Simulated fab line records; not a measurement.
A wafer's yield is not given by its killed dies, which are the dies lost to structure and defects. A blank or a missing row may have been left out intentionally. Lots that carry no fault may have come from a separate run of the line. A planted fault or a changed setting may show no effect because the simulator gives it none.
Matching of chambers	flow sfq-line	SFQ_TRILAYER_A5B_CMP_CMP_130 on cmp-02: 4 sister chambers
The step polishes, stops on Nb, target thk 340.7 nm. 8 wafers are shown with their chamber, then 8 later ones without.

## WAFERS WITH THEIR CHAMBER
wafer	chamber	motor-current-A (A)	head-pressure-psi (psi)
L885.3	1	11.3	3.001
L886.5	1	11.5	3.005
L887.3	0	9.9	3.007
L887.6	2	11.0	3.008
L889.2	3	12.3	2.998
L889.3	2	10.3	3.007
L889.6	3	11.6	2.990
L896.3	0	9.4	3.010

## WAFERS WITHOUT THEIR CHAMBER
wafer	motor-current-A (A)	head-pressure-psi (psi)
L896.4	11.4	2.992
L896.1	11.8	3.005
L897.1	11.7	2.997
L897.3	11.3	2.999
L897.4	10.2	3.004
L898.3	10.3	3.010
L898.5	10.2	3.003
L898.6	11.1	3.005

## WHICH CHAMBER EACH WENT THROUGH
wafer	from the rows above	in truth
L896.4	can't be placed: 3 or 1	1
L896.1	can't be placed: 1 or 2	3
L897.1	can't be placed: 3 or 1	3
L897.3	can't be placed: 1 or 3 or 2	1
L897.4	can't be placed: 2 or 0 or 1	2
L898.3	can't be placed: 2 or 0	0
L898.5	can't be placed: 2 or 0 or 1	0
L898.6	can't be placed: 1 or 2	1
Correct placement for 0 of the 8. These rows do not allow placing 8 (true chamber among the candidates in 7). 0 placed wrongly.
How it was worked out, from the rows above alone: a wafer's distance from a chamber is the root of the sum, over the readings, of the square of ((its reading less the chamber's mean) divided by the reading's scatter). If the next closest chamber is less than 2 further off than the closest, the wafer can't be placed; otherwise it belongs to the closest. For every chamber, the mean is computed from those of its wafers that are shown. The scatter is the square root of a quotient: the sum, over the shown wafers, of each reading's squared deviation from its chamber's mean, divided by wafers minus chambers.
